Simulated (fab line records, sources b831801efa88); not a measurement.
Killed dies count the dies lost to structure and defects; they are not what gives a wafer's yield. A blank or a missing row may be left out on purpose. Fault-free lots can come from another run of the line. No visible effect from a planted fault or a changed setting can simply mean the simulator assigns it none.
Which tool was responsible? || flow sky130 || 14 lots, 42 wafers sampled, at 2 steps of a route of 708

## WHAT THE GAUGES SHOWED, per wafer
No reading from a measuring or inspecting step in the record can be judged against a usual standard deviation.

## EACH LOT AND THE TOOL THAT RAN IT (in order: tool; ch and the chambers of the sampled wafers; start)
{"lot": "L829", "SKY_VT_ADJUST_HVTP_SOFTBAKE_03": "litho-track-04 ch 0, day 5 15:53", "SKY_PAD_OPEN_PROBE_99": "-"}
{"lot": "L830", "SKY_VT_ADJUST_HVTP_SOFTBAKE_03": "litho-track-01 ch 0, day 5 21:34", "SKY_PAD_OPEN_PROBE_99": "-"}
{"lot": "L831", "SKY_VT_ADJUST_HVTP_SOFTBAKE_03": "litho-track-04 ch 0, day 6 02:38", "SKY_PAD_OPEN_PROBE_99": "-"}
{"lot": "L832", "SKY_VT_ADJUST_HVTP_SOFTBAKE_03": "litho-track-04 ch 0, day 6 09:46", "SKY_PAD_OPEN_PROBE_99": "-"}
{"lot": "L834", "SKY_VT_ADJUST_HVTP_SOFTBAKE_03": "litho-track-04 ch 0, day 6 20:34", "SKY_PAD_OPEN_PROBE_99": "prober-02, day 47 05:06"}
{"lot": "L836", "SKY_VT_ADJUST_HVTP_SOFTBAKE_03": "litho-track-04 ch 0, day 7 09:19", "SKY_PAD_OPEN_PROBE_99": "-"}
{"lot": "L841", "SKY_VT_ADJUST_HVTP_SOFTBAKE_03": "litho-track-04 ch 0, day 8 20:50", "SKY_PAD_OPEN_PROBE_99": "-"}
{"lot": "L844", "SKY_VT_ADJUST_HVTP_SOFTBAKE_03": "litho-track-01 ch 0, day 10 00:26", "SKY_PAD_OPEN_PROBE_99": "prober-02, day 49 20:40"}
{"lot": "L847", "SKY_VT_ADJUST_HVTP_SOFTBAKE_03": "litho-track-01 ch 0, day 10 16:50", "SKY_PAD_OPEN_PROBE_99": "prober-01, day 50 05:03"}
{"lot": "L848", "SKY_VT_ADJUST_HVTP_SOFTBAKE_03": "litho-track-01 ch 0, day 11 01:27", "SKY_PAD_OPEN_PROBE_99": "-"}
{"lot": "L849", "SKY_VT_ADJUST_HVTP_SOFTBAKE_03": "litho-track-02 ch 0, day 11 02:11", "SKY_PAD_OPEN_PROBE_99": "-"}
{"lot": "L850", "SKY_VT_ADJUST_HVTP_SOFTBAKE_03": "litho-track-01 ch 0, day 11 07:30", "SKY_PAD_OPEN_PROBE_99": "-"}
{"lot": "L851", "SKY_VT_ADJUST_HVTP_SOFTBAKE_03": "litho-track-04 ch 0, day 11 08:41", "SKY_PAD_OPEN_PROBE_99": "-"}
{"lot": "L852", "SKY_VT_ADJUST_HVTP_SOFTBAKE_03": "litho-track-01 ch 0, day 11 15:50", "SKY_PAD_OPEN_PROBE_99": "-"}
- SKY_VT_ADJUST_HVTP_SOFTBAKE_03: time 60 s.
- SKY_PAD_OPEN_PROBE_99

## WHAT THE TOOLS THEMSELVES READ (means of the sampled wafers that have a number; where no wafer has one, the mark that the record gives instead)
SKY_VT_ADJUST_HVTP_SOFTBAKE_03. Usual: exhaust-pa 44.8 Pa, standard deviation 0.89; heater-power-total-W 56.59 W, standard deviation 0.044; plate-temp-C 89.98 C, standard deviation 0.13.
{"lot": "L829", "tool": "litho-track-04", "exhaust-pa (Pa)": 44.9, "heater-power-total-W (W)": 56.62, "plate-temp-C (C)": 90.12, "flag": ""}
{"lot": "L830", "tool": "litho-track-01", "exhaust-pa (Pa)": 46.0, "heater-power-total-W (W)": 56.59, "plate-temp-C (C)": 90.03, "flag": ""}
{"lot": "L831", "tool": "litho-track-04", "exhaust-pa (Pa)": 44.5, "heater-power-total-W (W)": 56.63, "plate-temp-C (C)": 89.87, "flag": ""}
{"lot": "L832", "tool": "litho-track-04", "exhaust-pa (Pa)": 44.4, "heater-power-total-W (W)": 56.61, "plate-temp-C (C)": 89.90, "flag": ""}
{"lot": "L834", "tool": "litho-track-04", "exhaust-pa (Pa)": 43.2, "heater-power-total-W (W)": 56.59, "plate-temp-C (C)": 90.02, "flag": ""}
{"lot": "L836", "tool": "litho-track-04", "exhaust-pa (Pa)": 45.2, "heater-power-total-W (W)": 54.11, "plate-temp-C (C)": 87.26, "flag": "OFF"}
{"lot": "L841", "tool": "litho-track-04", "exhaust-pa (Pa)": 44.4, "heater-power-total-W (W)": 54.06, "plate-temp-C (C)": 87.15, "flag": "OFF"}
{"lot": "L844", "tool": "litho-track-01", "exhaust-pa (Pa)": 44.1, "heater-power-total-W (W)": 56.61, "plate-temp-C (C)": 90.11, "flag": ""}
{"lot": "L847", "tool": "litho-track-01", "exhaust-pa (Pa)": 44.0, "heater-power-total-W (W)": 56.63, "plate-temp-C (C)": 90.17, "flag": ""}
{"lot": "L848", "tool": "litho-track-01", "exhaust-pa (Pa)": 45.0, "heater-power-total-W (W)": 56.58, "plate-temp-C (C)": 89.96, "flag": ""}
{"lot": "L849", "tool": "litho-track-02", "exhaust-pa (Pa)": 43.8, "heater-power-total-W (W)": 56.62, "plate-temp-C (C)": 90.03, "flag": ""}
{"lot": "L850", "tool": "litho-track-01", "exhaust-pa (Pa)": 44.5, "heater-power-total-W (W)": 56.62, "plate-temp-C (C)": 89.96, "flag": ""}
{"lot": "L851", "tool": "litho-track-04", "exhaust-pa (Pa)": 45.4, "heater-power-total-W (W)": 56.57, "plate-temp-C (C)": 89.93, "flag": ""}
{"lot": "L852", "tool": "litho-track-01", "exhaust-pa (Pa)": 44.3, "heater-power-total-W (W)": 56.57, "plate-temp-C (C)": 90.07, "flag": ""}

SKY_PAD_OPEN_PROBE_99. Usual: killed_at_M0_to_M3 42, standard deviation 6.4; killed_at_M4_up 3.0, standard deviation 2; killed-at-contacts 24, standard deviation 5.2; killed-at-front-end 14, standard deviation 4.2; killed-at-other 0.4, standard deviation 0.72; killed-dies 84, standard deviation 9; killed-open 46, standard deviation 6.6; killed-short 38, standard deviation 6.
{"lot": "L834", "tool": "prober-02", "killed_at_M0_to_M3": 44, "killed_at_M4_up": 2.0, "killed-at-contacts": 24, "killed-at-front-end": 11, "killed-at-other": 0.3, "killed-dies": 82, "killed-open": 44, "killed-short": 38, "flag": ""}
{"lot": "L844", "tool": "prober-02", "killed_at_M0_to_M3": 44, "killed_at_M4_up": 3.0, "killed-at-contacts": 27, "killed-at-front-end": 17, "killed-at-other": 0.7, "killed-dies": 91, "killed-open": 51, "killed-short": 40, "flag": ""}
{"lot": "L847", "tool": "prober-01", "killed_at_M0_to_M3": 48, "killed_at_M4_up": 4.3, "killed-at-contacts": 25, "killed-at-front-end": 17, "killed-at-other": 0.3, "killed-dies": 95, "killed-open": 50, "killed-short": 43, "flag": ""}

## THE ANSWER, worked out from the rows above alone
Rule: a lot counts as off when the mean over its wafers that have a number is more than 3 standard deviations away from the usual mean. A lot without any number at a reading at which 4 lots or more have one is off too. Where the step has rows for the other lots, those lots are counted as sound. After the gauges, taken in route order, come the tools' own readings; for these a lot's mean is taken, as printed above. At the first step where some lot is off, the reading lying furthest off is the one used; lots without a number count as furthest.
Off, at SKY_VT_ADJUST_HVTP_SOFTBAKE_03 on heater-power-total-W: L836, L841.
A tool fits if, at that step or a process step before it, it ran every lot that is off, and no sound lot after the first of them. No candidate that was tried fits.

## WHAT THE SIMULATOR HAD PUT IN
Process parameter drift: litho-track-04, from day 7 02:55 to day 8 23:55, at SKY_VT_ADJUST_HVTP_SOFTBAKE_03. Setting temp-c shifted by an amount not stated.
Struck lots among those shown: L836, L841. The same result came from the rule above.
